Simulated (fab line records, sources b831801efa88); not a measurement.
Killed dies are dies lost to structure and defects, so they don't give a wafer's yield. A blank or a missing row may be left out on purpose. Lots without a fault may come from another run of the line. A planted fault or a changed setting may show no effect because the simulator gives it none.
Which tool did it? | flow gf180mcu | 12 lots, 36 wafers sampled, at 5 steps of a route of 602

WHAT THE GAUGES READ, wafer by wafer
GF_MIM_THK_MEAS_06.
lot  | measured     | on            | MIM_CVD_05_THK (nm)
L336 | day 26 09:22 | film_metro-04 | 41.4 41.0 41.8
L337 | day 26 17:00 | film_metro-03 | 41.2 42.2 42.6
L338 | day 27 07:38 | film_metro-04 | 41.1 41.7 42.5
L339 | day 27 10:32 | film_metro-03 | 41.3 41.7 41.6
L340 | day 27 16:29 | film_metro-04 | 41.2 42.0 42.2
L344 | day 28 18:39 | film_metro-04 | 43.1 42.9 42.8
L347 | day 29 14:43 | film_metro-03 | 42.2 41.9 42.2
L348 | day 29 23:31 | film_metro-04 | 41.2 42.5 41.7
L349 | day 30 07:20 | film_metro-04 | 42.3 42.3 42.6
L351 | day 30 19:39 | film_metro-04 | 42.0 41.6 42.4
L352 | day 31 00:41 | film_metro-04 | 41.0 42.2 41.8
L354 | day 31 11:29 | film_metro-04 | 40.8 41.1 41.2

GF_V5_THK_MEAS_03.
lot  | measured     | on            | V5_CVD_02_THK (nm)
L336 | day 28 02:56 | film_metro-02 | 1422 1431 1429
L337 | day 28 09:47 | film_metro-02 | 1436 1456 1461
L338 | day 29 00:28 | film_metro-02 | 1434 1444 1456
L339 | day 29 03:26 | film_metro-04 | 1372 1380 1381
L340 | day 29 09:41 | film_metro-04 | 1377 1352 1383
L344 | day 30 09:21 | film_metro-04 | 1427 1448 1461
L347 | day 31 04:57 | film_metro-03 | 1436 1412 1459
L348 | day 31 13:02 | film_metro-02 | 1432 1448 1466
L349 | day 31 20:55 | film_metro-03 | 1435 1447 1449
L351 | day 32 08:16 | film_metro-02 | 1436 1437 1449
L352 | day 32 17:52 | film_metro-02 | 1430 1477 1468
L354 | day 32 23:14 | film_metro-02 | 1452 1443 1471

GF_V5_BOW_MEAS_05.
lot  | measured     | on            | V5_BOW (um)
L336 | day 28 03:18 | film_metro-04 | 136 142 131
L337 | day 28 10:10 | film_metro-02 | 136 144 134
L338 | day 29 00:50 | film_metro-03 | 142 134 142
L339 | day 29 03:48 | film_metro-03 | 132 135 134
L340 | day 29 10:03 | film_metro-03 | 129 130 130
L344 | day 30 09:44 | film_metro-03 | 140 137 132
L347 | day 31 05:20 | film_metro-04 | 152 145 136
L348 | day 31 13:25 | film_metro-04 | 157 139 138
L349 | day 31 21:17 | film_metro-02 | 122 124 125
L351 | day 32 08:39 | film_metro-03 | 131 141 125
L352 | day 32 18:19 | film_metro-02 | 146 135 132
L354 | day 32 23:35 | film_metro-02 | 153 143 135

WHICH TOOL RAN EACH LOT (tool, then ch and the chambers of the sampled wafers, then the start)
lot  | GF_MIM_SPUTTER_01            | GF_V5_CVD_02
L336 | pvd_sputter-04, day 26 09:13 | pecvd-02 ch 0,1,2, day 28 02:49
L337 | pvd_sputter-02, day 26 16:50 | pecvd-01 ch 1,2, day 28 09:41
L338 | pvd_sputter-01, day 27 07:28 | pecvd-01 ch 1,2, day 29 00:22
L339 | pvd_sputter-01, day 27 10:23 | pecvd-01 ch 0,1,2, day 29 03:19
L340 | pvd_sputter-02, day 27 16:20 | pecvd-01 ch 0,1, day 29 09:35
L344 | pvd_sputter-01, day 28 18:28 | pecvd-02 ch 1,2, day 30 09:13
L347 | pvd_sputter-02, day 29 14:34 | pecvd-02 ch 1,2, day 31 04:50
L348 | pvd_sputter-02, day 29 23:21 | pecvd-02 ch 1,2, day 31 12:55
L349 | pvd_sputter-02, day 30 07:10 | pecvd-04 ch 0,1,2, day 31 20:47
L351 | pvd_sputter-01, day 30 19:29 | pecvd-02 ch 0,2, day 32 08:09
L352 | pvd_sputter-04, day 31 00:31 | pecvd-01 ch 0,1, day 32 17:45
L354 | pvd_sputter-02, day 31 11:20 | pecvd-04 ch 1,2, day 32 23:00
- GF_MIM_SPUTTER_01: material TiN, target thk 30 nm, time 25 s.
- GF_V5_CVD_02: deposits SiO2 from TEOS, target thk 1450 nm, time 163.28 s.

WHAT THE TOOLS THEMSELVES READ (means of the sampled wafers that have a number; where no wafer has one, the mark that the record gives instead)
GF_MIM_SPUTTER_01.
lot  | tool           | throttle_valve_pct (%)
L336 | pvd_sputter-04 | 30.0
L337 | pvd_sputter-02 | 27.6
L338 | pvd_sputter-01 | 31.1
L339 | pvd_sputter-01 | 30.3
L340 | pvd_sputter-02 | 29.4
L344 | pvd_sputter-01 | 29.8
L347 | pvd_sputter-02 | 28.8
L348 | pvd_sputter-02 | 28.9
L349 | pvd_sputter-02 | 29.5
L351 | pvd_sputter-01 | 29.8
L352 | pvd_sputter-04 | 29.7
L354 | pvd_sputter-02 | 29.7

GF_V5_CVD_02.
lot  | tool     | heater_power_outer_w (W) | heater_power_w (W) | rf_fwd_power_W (W)
L336 | pecvd-02 | 393                      | 696                | 597.6
L337 | pecvd-01 | 370                      | 656                | 598.4
L338 | pecvd-01 | 419                      | 706                | 598.3
L339 | pecvd-01 | 370                      | 630                | 500.0
L340 | pecvd-01 | 358                      | 597                | 501.2
L344 | pecvd-02 | 325                      | 626                | 598.4
L347 | pecvd-02 | 305                      | 582                | 598.7
L348 | pecvd-02 | 322                      | 607                | 597.6
L349 | pecvd-04 | 416                      | 677                | 599.2
L351 | pecvd-02 | 347                      | 665                | 596.9
L352 | pecvd-01 | 394                      | 653                | 596.3
L354 | pecvd-04 | 364                      | 616                | 597.1

THE ANSWER, worked out from the rows above alone
Rule: what is usual is taken from the lots themselves. Put in order of their means at a reading, lots are off if they are a third of the lots or fewer, leave a main group of 4 or more, and stand apart from it by a gap of 3 or more times the standard deviation of the main group's means; of several such gaps the widest counts. A main group whose means are all the same, to the digits that the tables above print for the reading, isn't used. A lot without any number at a reading at which 4 lots or more have one is off too. The other lots that the step has rows for count as sound. The gauges are gone through in route order, then the tools' own readings, and for those a lot's mean is taken as printed above. The first step at which some lot is off is used, and at that step the reading that is off furthest; a lot without a number counts as furthest.
Off: L339, L340, at GF_V5_THK_MEAS_03 (V5_CVD_02_THK). The main group: mean 1445 nm, standard deviation 8.7.
A tool fits if, at a process step before that reading, it ran every lot that is off, and no sound lot after the first of them. The gauges at GF_V5_THK_MEAS_03 aren't tried: what is off there is off at GF_V5_CVD_02 too, on other tools, and a gauge's error can't cause that. None of those tried fits.

WHAT THE SIMULATOR HAD PUT IN
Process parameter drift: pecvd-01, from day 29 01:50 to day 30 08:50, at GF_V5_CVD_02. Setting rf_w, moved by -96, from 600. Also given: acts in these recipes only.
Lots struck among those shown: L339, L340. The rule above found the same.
